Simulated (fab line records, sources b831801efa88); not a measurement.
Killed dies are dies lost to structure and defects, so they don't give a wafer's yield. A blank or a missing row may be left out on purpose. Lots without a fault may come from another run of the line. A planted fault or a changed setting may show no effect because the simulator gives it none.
A struck lot beside a sound one | flow sky130 | 18 steps out of a route of 708
Sound: wafers L558.1, L558.3, L558.6. Struck: wafers L571.1, L571.3, L571.6. The cause comes at the end.
At each step with rows: each side's tool, then ch and its chambers, then its first start. Under that, the readings that differ: sound wafers | struck wafers | difference of the means | sigmas: that difference in standard deviations of wafers without a fault.
alike: readings whose means differ by less than 2 such deviations, and words and numbers that are the same on both sides. not compared: withheld readings, readings that some wafer has no value for, bounds like >300 that may hide the same value, and numbers for which the record gives no deviation and whose values overlap.
The two part at a step that has a row with sigmas, a row that says differs or no value, or rows on one side only. Numbers that don't overlap but have no deviation are shown without sigmas and don't part them. A reading that every wafer of one side lacks parts them only if that side has two wafers or more.

SKY_POLY_GATE_ETCH_15: etches BARC in N2/H2, stops on SiO2, time 118.5 s, target depth 110 nm.
  sound on rie_diel-02 ch 0,2,3, day 17 08:10; struck on rie_diel-01 ch 1,2, day 22 01:43
  alike: drypump_motor_current_A, oes_product_au, throttle_valve_pct
  not compared: rf_hours_counter_h
SKY_POLY_GATE_ETCH_16: etches Si3N4 in CH3F/O2, stops on poly-Si, time 147.5 s, target depth 75 nm.
  sound on rie_diel-02 ch 0,2,3, day 17 08:15; struck on rie_diel-01 ch 1,2, day 22 01:48
  alike: drypump_motor_current_A, oes_product_au, throttle_valve_pct
  not compared: rf_hours_counter_h
SKY_POLY_GATE_ETCH_17: etches poly-Si in HBr/Cl2, stops on SiO2, target depth 180 nm, time 70.5 s.
  sound on rie_si-01 ch 0,2,3, day 17 08:21; struck on rie_si-01 ch 0,3, day 22 01:54
  alike: drypump_motor_current_A, he_backside_leak_sccm, oes_product_au, throttle_valve_pct
  not compared: rf_hours_counter_h
SKY_POLY_GATE_STRIP_18: strips in O2/N2.
  sound on plasma_asher-02 ch 0,1, day 17 08:25; struck on plasma_asher-02 ch 0,1, day 22 01:58
  alike: drypump_motor_current_A, oes_product_au, strip_time_to_endpoint_s
  not compared: rf_hours_counter_h
then, 2 steps without rows for these wafers: SKY_POLY_GATE_CLEAN_19 (cleans in SC1/SC2, time 150 s); SKY_POLY_GATE_OXIDATION_20 (stabilise 600 s, purge 300 s, target thk 4 nm).
SKY_POLY_GATE_THK_MEAS_21:
  sound on film_metro-01, day 17 10:48; struck on film_metro-02, day 22 03:22
  alike: POLY_GATE_OXIDATION_THK
SKY_POLY_GATE_CD_MEAS_22:
  sound on cd_sem-01, day 17 10:52; struck on cd_sem-02, day 22 03:25
  alike: cd_nm
then, 4 steps without rows for these wafers: SKY_LDD_N_DEHYDRATE_00 (time 60 s); SKY_LDD_N_HMDS_01 (prime time 60 s); SKY_LDD_N_COAT_02 (resist thk 300 nm); SKY_LDD_N_SOFTBAKE_03 (time 60 s).
SKY_LDD_N_EXPOSE_04: exposes mask NTM, target cd 840 nm.
  sound on iline_stepper-01 ch 0, day 18 03:28; struck on iline_stepper-01 ch 0, day 22 18:52
  reading                       | sound                   | struck            | difference | sigmas
  model.LDD_N.overlay_x_nm (nm) | -0.8269 -0.8269 -0.8269 | 51.64 51.64 51.64 | +52.47     |
  alike: mask, reticle_temp_C
then, 2 steps without rows for these wafers: SKY_LDD_N_PEB_05; SKY_LDD_N_DEVELOP_06 (develop time 60 s).
SKY_LDD_N_OVL_MEAS_07:
  sound on overlay-02, day 18 17:43; struck on overlay-01, day 23 10:23
  reading        | sound          | struck         | difference | sigmas
  LDD_N_OVL (nm) | -2.2 -2.4 -0.7 | 48.9 50.1 48.8 | +51.0      | +39
then, 1 step without rows for these wafers: SKY_LDD_N_IMPLANT_08.
-- the record jumps here: 27 days lie between the struck wafers' starts before and after (it left off in module LDD_N and takes up again in module PAD_OPEN, whose first step shown is number 708 of the route) --
SKY_PAD_OPEN_PROBE_99:
  sound on prober-01, day 47 06:00; struck on prober-02, day 50 05:43
  alike: killed_at_M0_to_M3, killed_at_M4_up, killed_at_contacts, killed_at_front_end, killed_at_other, killed_dies, killed_open, killed_short

WHERE THEY PART
Only at SKY_LDD_N_OVL_MEAS_07, within this record. Later steps at which nothing parts them and some readings are alike: SKY_PAD_OPEN_PROBE_99.

WHY: what the simulator had put in
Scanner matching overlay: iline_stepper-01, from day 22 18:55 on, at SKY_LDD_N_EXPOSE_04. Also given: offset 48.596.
